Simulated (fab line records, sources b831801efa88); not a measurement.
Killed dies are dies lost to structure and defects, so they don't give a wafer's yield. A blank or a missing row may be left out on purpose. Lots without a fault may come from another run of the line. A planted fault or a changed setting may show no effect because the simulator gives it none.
Chamber matching | flow gf180mcu | GF_V1_ETCH_16 on rie_diel-04: 4 sister chambers
The step etches BARC in N2/H2. 15 wafers are shown with their chamber, then 7 later ones without.

WAFERS WITH THEIR CHAMBER
wafer  | chamber | drypump_motor_current_A (A) | throttle_valve_pct (%) | oes_product_au (a.u.)
L205.1 | 1       | 5.80                        | 13.219                 | 0.862
L205.2 | 3       | 5.66                        | 13.221                 | 0.859
L205.4 | 1       | 5.80                        | 13.209                 | 0.855
L208.1 | 1       | 5.76                        | 13.213                 | 0.848
L208.3 | 2       | 5.51                        | 13.225                 | 0.852
L208.4 | 0       | 5.83                        | 13.201                 | 0.858
L209.1 | 1       | 5.79                        | 13.218                 | 0.851
L209.4 | 0       | 5.82                        | 13.231                 | 0.854
L209.6 | 2       | 5.47                        | 13.237                 | 0.851
L212.2 | 0       | 5.80                        | 13.220                 | 0.853
L212.5 | 2       | 5.52                        | 13.213                 | 0.857
L212.6 | 1       | 5.81                        | 13.214                 | 0.855
L215.1 | 2       | 5.47                        | 13.208                 | 0.860
L215.2 | 1       | 5.78                        | 13.245                 | 0.854
L215.3 | 3       | 5.66                        | 13.240                 | 0.855

SIGNATURES (means of the wafers above)
reading                 | chamber 0 | chamber 1 | chamber 2 | chamber 3 | scatter within a chamber
drypump_motor_current_A | 5.8167    | 5.7900    | 5.4925    | 5.6600    | 0.0194
throttle_valve_pct      | 13.21733  | 13.21967  | 13.22075  | 13.23050  | 0.0134
oes_product_au          | 0.85500   | 0.85417   | 0.85500   | 0.85700   | 0.00412
Rule: a wafer's distance from a chamber is the root of the sum, over the readings, of the square of ((its reading less the chamber's mean) divided by the reading's scatter). The wafer belongs to the nearest chamber; if the next one is less than 2 further off, it can't be placed. The scatter: the root of (the sum of the squares of (reading less its chamber's mean) over the shown wafers, divided by (wafers less chambers)).

WAFERS WITHOUT THEIR CHAMBER
wafer  | drypump_motor_current_A (A) | throttle_valve_pct (%) | oes_product_au (a.u.)
L217.1 | 5.49                        | 13.224                 | 0.858
L217.2 | 5.82                        | 13.225                 | 0.857
L217.5 | 5.82                        | 13.230                 | 0.854
L222.1 | 5.77                        | 13.230                 | 0.853
L222.3 | 5.64                        | 13.234                 | 0.852
L223.1 | 5.65                        | 13.234                 | 0.847
L223.6 | 5.84                        | 13.230                 | 0.857

WHICH CHAMBER EACH WENT THROUGH
wafer  | from the rows above     | in truth
L217.1 | 2                       | 2
L217.2 | can't be placed: 0 or 1 | 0
L217.5 | can't be placed: 0 or 1 | 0
L222.1 | can't be placed: 1 or 0 | 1
L222.3 | 3                       | 3
L223.1 | 3                       | 3
L223.6 | can't be placed: 0 or 1 | 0
Placed correctly: 3 of 7. Can't be placed from these rows: 4 (the true chamber is among the candidates in 4). Placed wrongly: 0.
